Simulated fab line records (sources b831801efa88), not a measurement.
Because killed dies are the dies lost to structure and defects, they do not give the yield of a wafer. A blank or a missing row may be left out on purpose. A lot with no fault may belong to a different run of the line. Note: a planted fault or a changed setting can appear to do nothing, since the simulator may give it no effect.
Which tool was responsible? / flow sky130 / 14 lots with 42 wafers sampled at 5 steps, on a route of 708 steps

## WHAT THE GAUGES SHOWED, per wafer
SKY_VIA1_BOW_MEAS_03.
lot=L313; measured=day 37 06:00; on=film metro-04; VIA1_BOW (um)=77 79 69
lot=L314; measured=day 37 11:53; on=film metro-04; VIA1_BOW (um)=81 76 94
lot=L315; measured=day 38 04:14; on=film metro-04; VIA1_BOW (um)=77 76 78
lot=L316; measured=day 38 09:25; on=film metro-03; VIA1_BOW (um)=70 78 74
lot=L317; measured=day 38 13:17; on=film metro-01; VIA1_BOW (um)=84 81 85
lot=L318; measured=day 38 15:13; on=film metro-04; VIA1_BOW (um)=71 92 84
lot=L319; measured=day 38 23:08; on=film metro-04; VIA1_BOW (um)=81 79 80
lot=L321; measured=day 39 07:24; on=film metro-03; VIA1_BOW (um)=80 81 79
lot=L320; measured=day 39 10:19; on=film metro-04; VIA1_BOW (um)=87 85 80
lot=L322; measured=day 39 21:24; on=film metro-01; VIA1_BOW (um)=85 93 78
lot=L323; measured=day 40 00:48; on=film metro-03; VIA1_BOW (um)=90 75 78
lot=L324; measured=day 40 02:51; on=film metro-01; VIA1_BOW (um)=72 71 77

## TOOL THAT RAN EACH LOT (tool first, then ch and the chambers of the sampled wafers, then the start)
lot=L306; SKY_CONTACT_CMP_27=cmp-01 ch 1,2,3, day 33 13:06; SKY_METAL1_METAL_ETCH_19=rie metal-02 ch 0,1, day 34 16:59; SKY_METAL1_STRIP_20=plasma asher-04 ch 0, day 34 17:04; SKY_VIA1_CMP_02=-
lot=L305; SKY_CONTACT_CMP_27=cmp-01 ch 2,3, day 33 19:36; SKY_METAL1_METAL_ETCH_19=rie metal-01 ch 0,1, day 34 23:32; SKY_METAL1_STRIP_20=plasma asher-04 ch 0, day 34 23:37; SKY_VIA1_CMP_02=-
lot=L313; SKY_CONTACT_CMP_27=cmp-02 ch 0,1,2, day 36 02:00; SKY_METAL1_METAL_ETCH_19=rie metal-01 ch 0, day 37 04:41; SKY_METAL1_STRIP_20=plasma asher-04 ch 0, day 37 04:52; SKY_VIA1_CMP_02=cmp-01 ch 0,2,3, day 37 05:41
lot=L314; SKY_CONTACT_CMP_27=cmp-02 ch 1,2, day 36 07:45; SKY_METAL1_METAL_ETCH_19=rie metal-03 ch 0,1, day 37 10:42; SKY_METAL1_STRIP_20=plasma asher-04 ch 0,1, day 37 10:47; SKY_VIA1_CMP_02=cmp-01 ch 1,2,3, day 37 11:40
lot=L315; SKY_CONTACT_CMP_27=cmp-02 ch 0,1,3, day 37 01:04; SKY_METAL1_METAL_ETCH_19=rie metal-02 ch 0,1, day 38 03:03; SKY_METAL1_STRIP_20=plasma asher-03 ch 0,1, day 38 03:08; SKY_VIA1_CMP_02=cmp-01 ch 0,1,3, day 38 03:54
lot=L316; SKY_CONTACT_CMP_27=cmp-01 ch 1,2, day 37 06:04; SKY_METAL1_METAL_ETCH_19=rie metal-01 ch 0,1, day 38 08:14; SKY_METAL1_STRIP_20=plasma asher-03 ch 0,1, day 38 08:19; SKY_VIA1_CMP_02=cmp-02 ch 0,1,3, day 38 09:14
lot=L317; SKY_CONTACT_CMP_27=cmp-01 ch 0,2,3, day 37 09:36; SKY_METAL1_METAL_ETCH_19=rie metal-03 ch 0,1, day 38 11:56; SKY_METAL1_STRIP_20=plasma asher-04 ch 0,1, day 38 12:01; SKY_VIA1_CMP_02=cmp-01 ch 0,1,2, day 38 12:58
lot=L318; SKY_CONTACT_CMP_27=cmp-01 ch 2,3, day 37 12:08; SKY_METAL1_METAL_ETCH_19=rie metal-02 ch 0,1, day 38 13:59; SKY_METAL1_STRIP_20=plasma asher-03 ch 0,1, day 38 14:04; SKY_VIA1_CMP_02=cmp-01 ch 0,1,2, day 38 14:55
lot=L319; SKY_CONTACT_CMP_27=cmp-02 ch 0,2,3, day 37 18:58; SKY_METAL1_METAL_ETCH_19=rie metal-03 ch 0,1, day 38 21:56; SKY_METAL1_STRIP_20=plasma asher-02 ch 0,1, day 38 22:01; SKY_VIA1_CMP_02=cmp-01 ch 1,2,3, day 38 22:49
lot=L321; SKY_CONTACT_CMP_27=cmp-02 ch 0,3, day 38 04:04; SKY_METAL1_METAL_ETCH_19=rie metal-03 ch 0,1, day 39 06:14; SKY_METAL1_STRIP_20=plasma asher-03 ch 0,1, day 39 06:19; SKY_VIA1_CMP_02=cmp-01 ch 0,2,3, day 39 07:11
lot=L320; SKY_CONTACT_CMP_27=cmp-01 ch 1,3, day 38 06:50; SKY_METAL1_METAL_ETCH_19=rie metal-03 ch 0,1, day 39 09:09; SKY_METAL1_STRIP_20=plasma asher-02 ch 0,1, day 39 09:14; SKY_VIA1_CMP_02=cmp-02 ch 0,1, day 39 10:01
lot=L322; SKY_CONTACT_CMP_27=cmp-02 ch 0,1,3, day 38 17:57; SKY_METAL1_METAL_ETCH_19=rie metal-03 ch 0,1, day 39 20:15; SKY_METAL1_STRIP_20=plasma asher-03 ch 0,1, day 39 20:20; SKY_VIA1_CMP_02=cmp-02 ch 0,1,3, day 39 21:06
lot=L323; SKY_CONTACT_CMP_27=cmp-01 ch 0,1, day 38 22:08; SKY_METAL1_METAL_ETCH_19=rie metal-03 ch 0,1, day 39 23:39; SKY_METAL1_STRIP_20=plasma asher-03 ch 0,1, day 39 23:44; SKY_VIA1_CMP_02=cmp-02 ch 0,2,3, day 40 00:39
lot=L324; SKY_CONTACT_CMP_27=cmp-02 ch 0,1,2, day 38 23:43; SKY_METAL1_METAL_ETCH_19=rie metal-01 ch 0,1, day 40 01:41; SKY_METAL1_STRIP_20=plasma asher-04 ch 0,1, day 40 01:46; SKY_VIA1_CMP_02=cmp-01 ch 0,1,2, day 40 02:32
- SKY_CONTACT_CMP_27: polishes, stops on SiO2, t overpolish 15 s, target thk 0 nm.
- SKY_METAL1_METAL_ETCH_19: etches the open film in Cl2/BCl3, stops on SiO2, target depth 360 nm, time 78 s.
- SKY_METAL1_STRIP_20: strips in O2/N2.
- SKY_VIA1_CMP_02: polishes SiO2.

## WHAT THE TOOLS THEMSELVES READ (means of the sampled wafers that have a number; where no wafer has one, the mark that the record gives instead)
SKY_CONTACT_CMP_27.
lot=L306; tool=cmp-01; motor current A (A)=10.2; overpolish run s (s)=15.005; slurry flow ml min=149.4; time to endpoint s (s)=84
lot=L305; tool=cmp-01; motor current A (A)=9.6; overpolish run s (s)=15.008; slurry flow ml min=149.9; time to endpoint s (s)=80
lot=L313; tool=cmp-02; motor current A (A)=11.5; overpolish run s (s)=15.002; slurry flow ml min=150.0; time to endpoint s (s)=75
lot=L314; tool=cmp-02; motor current A (A)=11.3; overpolish run s (s)=15.007; slurry flow ml min=150.3; time to endpoint s (s)=80
lot=L315; tool=cmp-02; motor current A (A)=11.3; overpolish run s (s)=14.995; slurry flow ml min=150.1; time to endpoint s (s)=76
lot=L316; tool=cmp-01; motor current A (A)=11.5; overpolish run s (s)=15.006; slurry flow ml min=150.1; time to endpoint s (s)=81
lot=L317; tool=cmp-01; motor current A (A)=11.1; overpolish run s (s)=15.005; slurry flow ml min=149.6; time to endpoint s (s)=80
lot=L318; tool=cmp-01; motor current A (A)=9.8; overpolish run s (s)=15.004; slurry flow ml min=149.9; time to endpoint s (s)=82
lot=L319; tool=cmp-02; motor current A (A)=12.6; overpolish run s (s)=14.992; slurry flow ml min=149.9; time to endpoint s (s)=74
lot=L321; tool=cmp-02; motor current A (A)=11.5; overpolish run s (s)=15.008; slurry flow ml min=149.6; time to endpoint s (s)=73
lot=L320; tool=cmp-01; motor current A (A)=9.4; overpolish run s (s)=14.992; slurry flow ml min=150.8; time to endpoint s (s)=85
lot=L322; tool=cmp-02; motor current A (A)=11.3; overpolish run s (s)=15.000; slurry flow ml min=149.8; time to endpoint s (s)=77
lot=L323; tool=cmp-01; motor current A (A)=10.9; overpolish run s (s)=14.994; slurry flow ml min=150.0; time to endpoint s (s)=80
lot=L324; tool=cmp-02; motor current A (A)=11.7; overpolish run s (s)=15.004; slurry flow ml min=149.8; time to endpoint s (s)=79

SKY_METAL1_METAL_ETCH_19.
lot=L306; tool=rie metal-02; bcl3 flow sccm (sccm)=-; bias w (W)=-; drypump motor current A (A)=-; oes product au (a.u.)=-; throttle valve pct (%)=-
lot=L305; tool=rie metal-01; bcl3 flow sccm (sccm)=-; bias w (W)=-; drypump motor current A (A)=-; oes product au (a.u.)=-; throttle valve pct (%)=-
lot=L313; tool=rie metal-01; bcl3 flow sccm (sccm)=29.94; bias w (W)=48.54; drypump motor current A (A)=6.01; oes product au (a.u.)=0.849; throttle valve pct (%)=22.264
lot=L314; tool=rie metal-03; bcl3 flow sccm (sccm)=29.95; bias w (W)=48.52; drypump motor current A (A)=6.00; oes product au (a.u.)=0.853; throttle valve pct (%)=22.267
lot=L315; tool=rie metal-02; bcl3 flow sccm (sccm)=30.02; bias w (W)=48.45; drypump motor current A (A)=6.33; oes product au (a.u.)=0.850; throttle valve pct (%)=22.262
lot=L316; tool=rie metal-01; bcl3 flow sccm (sccm)=29.92; bias w (W)=48.47; drypump motor current A (A)=5.99; oes product au (a.u.)=0.850; throttle valve pct (%)=22.270
lot=L317; tool=rie metal-03; bcl3 flow sccm (sccm)=30.05; bias w (W)=48.36; drypump motor current A (A)=6.01; oes product au (a.u.)=0.850; throttle valve pct (%)=22.257
lot=L318; tool=rie metal-02; bcl3 flow sccm (sccm)=29.96; bias w (W)=48.56; drypump motor current A (A)=6.05; oes product au (a.u.)=0.846; throttle valve pct (%)=22.270
lot=L319; tool=rie metal-03; bcl3 flow sccm (sccm)=29.99; bias w (W)=48.35; drypump motor current A (A)=5.79; oes product au (a.u.)=0.848; throttle valve pct (%)=22.263
lot=L321; tool=rie metal-03; bcl3 flow sccm (sccm)=29.99; bias w (W)=48.41; drypump motor current A (A)=5.99; oes product au (a.u.)=0.854; throttle valve pct (%)=22.273
lot=L320; tool=rie metal-03; bcl3 flow sccm (sccm)=29.98; bias w (W)=48.55; drypump motor current A (A)=5.78; oes product au (a.u.)=0.850; throttle valve pct (%)=22.262
lot=L322; tool=rie metal-03; bcl3 flow sccm (sccm)=29.96; bias w (W)=48.71; drypump motor current A (A)=5.97; oes product au (a.u.)=0.854; throttle valve pct (%)=22.265
lot=L323; tool=rie metal-03; bcl3 flow sccm (sccm)=29.95; bias w (W)=48.40; drypump motor current A (A)=5.97; oes product au (a.u.)=0.850; throttle valve pct (%)=22.268
lot=L324; tool=rie metal-01; bcl3 flow sccm (sccm)=29.98; bias w (W)=48.50; drypump motor current A (A)=5.97; oes product au (a.u.)=0.856; throttle valve pct (%)=22.263

SKY_METAL1_STRIP_20.
lot=L306; tool=plasma asher-04; drypump motor current A (A)=6.0; oes product au (a.u.)=0.448; strip time to endpoint s (s)=5.20
lot=L305; tool=plasma asher-04; drypump motor current A (A)=6.0; oes product au (a.u.)=0.449; strip time to endpoint s (s)=5.22
lot=L313; tool=plasma asher-04; drypump motor current A (A)=6.0; oes product au (a.u.)=0.340; strip time to endpoint s (s)=2.67
lot=L314; tool=plasma asher-04; drypump motor current A (A)=5.8; oes product au (a.u.)=0.341; strip time to endpoint s (s)=2.71
lot=L315; tool=plasma asher-03; drypump motor current A (A)=5.7; oes product au (a.u.)=0.337; strip time to endpoint s (s)=2.65
lot=L316; tool=plasma asher-03; drypump motor current A (A)=5.7; oes product au (a.u.)=0.339; strip time to endpoint s (s)=2.68
lot=L317; tool=plasma asher-04; drypump motor current A (A)=5.8; oes product au (a.u.)=0.347; strip time to endpoint s (s)=2.72
lot=L318; tool=plasma asher-03; drypump motor current A (A)=5.4; oes product au (a.u.)=0.339; strip time to endpoint s (s)=2.66
lot=L319; tool=plasma asher-02; drypump motor current A (A)=5.7; oes product au (a.u.)=0.347; strip time to endpoint s (s)=2.72
lot=L321; tool=plasma asher-03; drypump motor current A (A)=5.7; oes product au (a.u.)=0.344; strip time to endpoint s (s)=2.74
lot=L320; tool=plasma asher-02; drypump motor current A (A)=5.7; oes product au (a.u.)=0.345; strip time to endpoint s (s)=2.78
lot=L322; tool=plasma asher-03; drypump motor current A (A)=5.3; oes product au (a.u.)=0.342; strip time to endpoint s (s)=2.74
lot=L323; tool=plasma asher-03; drypump motor current A (A)=5.4; oes product au (a.u.)=0.344; strip time to endpoint s (s)=2.80
lot=L324; tool=plasma asher-04; drypump motor current A (A)=5.8; oes product au (a.u.)=0.342; strip time to endpoint s (s)=2.62

SKY_VIA1_CMP_02.
lot=L313; tool=cmp-01; motor current A (A)=11.8; slurry flow ml min=149.7
lot=L314; tool=cmp-01; motor current A (A)=11.5; slurry flow ml min=149.8
lot=L315; tool=cmp-01; motor current A (A)=11.7; slurry flow ml min=150.0
lot=L316; tool=cmp-02; motor current A (A)=12.3; slurry flow ml min=150.4
lot=L317; tool=cmp-01; motor current A (A)=12.5; slurry flow ml min=150.0
lot=L318; tool=cmp-01; motor current A (A)=12.0; slurry flow ml min=150.1
lot=L319; tool=cmp-01; motor current A (A)=11.0; slurry flow ml min=150.3
lot=L321; tool=cmp-01; motor current A (A)=11.9; slurry flow ml min=149.3
lot=L320; tool=cmp-02; motor current A (A)=11.4; slurry flow ml min=150.2
lot=L322; tool=cmp-02; motor current A (A)=12.0; slurry flow ml min=150.1
lot=L323; tool=cmp-02; motor current A (A)=13.4; slurry flow ml min=149.9
lot=L324; tool=cmp-01; motor current A (A)=12.6; slurry flow ml min=150.0

## THE ANSWER, worked out from the rows above alone
Rule: the usual values come from the lots themselves. The widest of any qualifying gaps counts: lots, ordered by their means at a reading, are off when they make up no more than a third of the lots, leave a main group of 4 or more, and stand apart from it by 3 or more times the standard deviation of that group's means. A main group is skipped when, at the precision printed for the reading in the tables above, its means are all equal. Also off: a lot with no number at a reading for which 4 or more lots have one. Any other lot the step has rows for is counted as sound. After the gauges, taken in route order, come the tools' own readings; for these a lot's mean is taken, as printed above. At the first step where some lot is off, the reading lying furthest off is the one used; lots without a number count as furthest.
Off at SKY_METAL1_METAL_ETCH_19 (bcl3 flow sccm): L306, L305. Without a number there: L306, L305. The main group has a mean of 29.97 sccm with a standard deviation of 0.034.
A tool fits if, at that step or a process step before it, it ran every lot that is off, and no sound lot after the first of them. Not one of the candidates tried fits.

## WHAT WAS PUT IN BY THE SIMULATOR
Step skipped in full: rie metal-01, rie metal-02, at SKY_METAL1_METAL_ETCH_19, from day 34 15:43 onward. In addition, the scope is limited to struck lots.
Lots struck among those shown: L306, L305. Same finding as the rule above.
